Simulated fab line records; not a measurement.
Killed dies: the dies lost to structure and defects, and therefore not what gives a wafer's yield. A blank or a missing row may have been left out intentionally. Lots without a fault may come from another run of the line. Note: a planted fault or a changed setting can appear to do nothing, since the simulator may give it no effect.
fab line records    flow sfqLine
[record] lots = 14  wafers = 42  lastDay = 87
route steps=325 shown I3@141
lots untouched by any fault: they come from a run of this same line in which no faults occurred
startH: hours from the record's first day to the start of the lot's first wafer shown    waitH: time in hours since the lot's previous step    " same as the row above    L1.1+2: a single row standing in for several wafers    - either no value or no given start    * or withheld: withheld    < > ~ a bound
route shown NAME@n: NAME is a module with steps in the file, n the number in the route of the first one    usual: mean/standard deviation taken from wafers without a fault    same: alike in all rows    chamber/n: place in a boat    sites: each site's reading    _std_site: the values' standard deviation    _edge_site: outer sites' mean less inner sites'    radiusMm: how far each site lies from the wafer's centre    mask NAME#n: copy n    behind: the most recent tool/chamber to have shaped the wafer    hold: why the lot was held/for how many hours/how that ended    device: names the non-switching transistor (n, p or np)    end of line: tests run on the same wafers once the route is complete    a step with no rows: only its recipe    killed: at the first sort, the dies lost to defects and structure; wafer yield is something else    map: a wafer's dies, x killed, . not, _ none there
set.NAME: the run value of the setting; set.NAME@STEP: its run value at that earlier step    model.NAME: the simulator's own value behind a step, which no gauge read
route steps across a sampled set of lots; one table per step, one row per wafer
[[steps]]
[step SFQ_TRILAYER_I3_VIA_LITHO_PEB_088]
[recipe] pebTempC = 115  pebTimeS = 60  resist = KrF
[usual] chillPlateTempC = 23.00/0.094  heaterPowerTotalW = 79.15/0.07  plateTempC = 114.99/0.12
lot.wafer  tool           chamber  startH   waitH  chillPlateTempC  heaterPowerTotalW  plateTempC
L175.1     lithoTrack-01  0        1017.77  1.0    22.95            79.19              114.99
L175.5     "              0        "        "      23.08            79.13              115.05
L175.6     "              0        "        "      22.90            79.24              115.15
L176.1     lithoTrack-01  0        1025.20  1.0    22.88            79.08              114.90
L176.3     "              0        "        "      22.96            79.18              115.02
L176.4     "              0        "        "      23.07            79.08              115.14
L177.2     lithoTrack-04  0        1027.55  0.8    23.05            79.05              114.87
L177.4     "              0        "        "      22.86            79.19              114.87
L177.6     "              0        "        "      23.00            79.05              114.88
L178.2     lithoTrack-03  0        1046.23  0.8    22.87            79.13              115.01
L178.5     "              0        "        "      23.01            79.09              114.98
L178.6     "              0        "        "      22.82            79.02              115.02
L179.1     lithoTrack-04  0        1074.15  1.0    22.97            79.19              114.83
L179.5     "              0        "        "      23.15            79.16              114.97
L179.6     "              0        "        "      22.91            79.15              115.04
L186.1     lithoTrack-01  0        1256.72  1.0    23.01            77.21              113.03
L186.3     "              0        "        "      23.08            77.24              112.97
L186.6     "              0        "        "      22.88            77.19              112.74
L187.1     lithoTrack-01  0        1260.32  1.0    23.14            77.18              112.87
L187.4     "              0        "        "      23.02            77.22              112.58
L187.6     "              0        "        "      22.97            77.11              112.61
L189.1     lithoTrack-04  0        1275.92  1.0    22.99            79.20              115.16
L189.5     "              0        "        "      23.01            79.12              115.10
L189.6     "              0        "        "      23.07            79.25              115.12
L190.1     lithoTrack-04  0        1285.52  1.0    22.92            79.10              114.97
L190.3     "              0        "        "      22.93            79.27              114.99
L190.6     "              0        "        "      22.96            79.16              115.12
L192.1     lithoTrack-04  0        1290.32  1.0    23.04            79.30              115.00
L192.3     "              0        "        "      22.98            79.03              114.86
L192.4     "              0        "        "      23.15            79.26              114.84
L194.1     lithoTrack-04  0        1309.52  1.0    22.92            79.25              115.00
L194.4     "              0        "        "      22.97            79.15              115.12
L194.5     "              0        "        "      22.77            79.10              115.06
L196.1     lithoTrack-04  0        1325.12  1.0    23.15            79.10              114.88
L196.3     "              0        "        "      23.09            79.14              114.96
L196.5     "              0        "        "      23.12            79.16              115.12
L197.1     lithoTrack-03  0        1327.45  1.0    23.09            79.07              115.17
L197.3     "              0        "        "      23.01            79.18              115.26
L197.6     "              0        "        "      22.83            79.14              115.16
L198.2     lithoTrack-03  0        1334.67  0.8    22.84            79.26              114.94
L198.5     "              0        "        "      23.03            79.01              115.07
L198.6     "              0        "        "      23.06            79.19              115.02
[[key]]
[firstSign] step = SFQ_TRILAYER_I3_VIA_LITHO_PEB_088  reading = heaterPowerTotalW  direction = down  sigmas = 28  usual = 79.15  struck = 77.19
[effect] step = SFQ_TRILAYER_I3_VIA_LITHO_PEB_088  reading = plateTempC  direction = down  sigmas = 18  usual = *  struck = *
metAt SFQ_TRILAYER_I3_VIA_LITHO_PEB_088
struckLots L186,L187
onsetBetween 1025.20 1256.72
[fault] kind = processParameterDrift  tool = lithoTrack-01  chamber = -  onsetH = 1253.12  steps = SFQ_TRILAYER_I3_VIA_LITHO_PEB_088  channel = pebTempC  offset = *  shape = step  endH = 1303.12  actsIn = *  stated = *
